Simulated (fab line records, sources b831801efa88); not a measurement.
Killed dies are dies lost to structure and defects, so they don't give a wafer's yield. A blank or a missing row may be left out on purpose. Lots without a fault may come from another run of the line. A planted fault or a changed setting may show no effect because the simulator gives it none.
Which tool did it? | flow gf180mcu | 7 lots, 21 wafers sampled, at 1 step of a route of 602

WHAT THE GAUGES READ, wafer by wafer
GF_HV_LDD_OVL_MEAS_47.
lot  | measured     | on         | HV_LDD_03_OVL (nm)
L140 | day 12 19:40 | overlay-02 | 0.3 -0.5 -0.7
L142 | day 13 12:07 | overlay-01 | 1.2 0.5 -0.6
L150 | day 16 04:31 | overlay-01 | 0.4 1.3 -0.3
L153 | day 17 03:15 | overlay-01 | 1.1 -1.0 0.8
L156 | day 18 04:08 | overlay-01 | -1.4 -0.9 -1.8
L160 | day 19 12:52 | overlay-01 | 0.4 -0.1 -1.9
L162 | day 20 05:52 | overlay-02 | -0.3 1.5 1.7

WHICH TOOL RAN EACH LOT (tool, then ch and the chambers of the sampled wafers, then the start)
The record holds no process step before these readings.

THE ANSWER, worked out from the rows above alone
Rule: what is usual is taken from the lots themselves. Put in order of their means at a reading, lots are off if they are a third of the lots or fewer, leave a main group of 4 or more, and stand apart from it by a gap of 3 or more times the standard deviation of the main group's means; of several such gaps the widest counts. A main group whose means are all the same, to the digits that the tables above print for the reading, isn't used. A lot without any number at a reading at which 4 lots or more have one is off too. The other lots that the step has rows for count as sound.
No lot is off at any reading shown: from this, nothing can be told.

WHAT THE SIMULATOR HAD PUT IN
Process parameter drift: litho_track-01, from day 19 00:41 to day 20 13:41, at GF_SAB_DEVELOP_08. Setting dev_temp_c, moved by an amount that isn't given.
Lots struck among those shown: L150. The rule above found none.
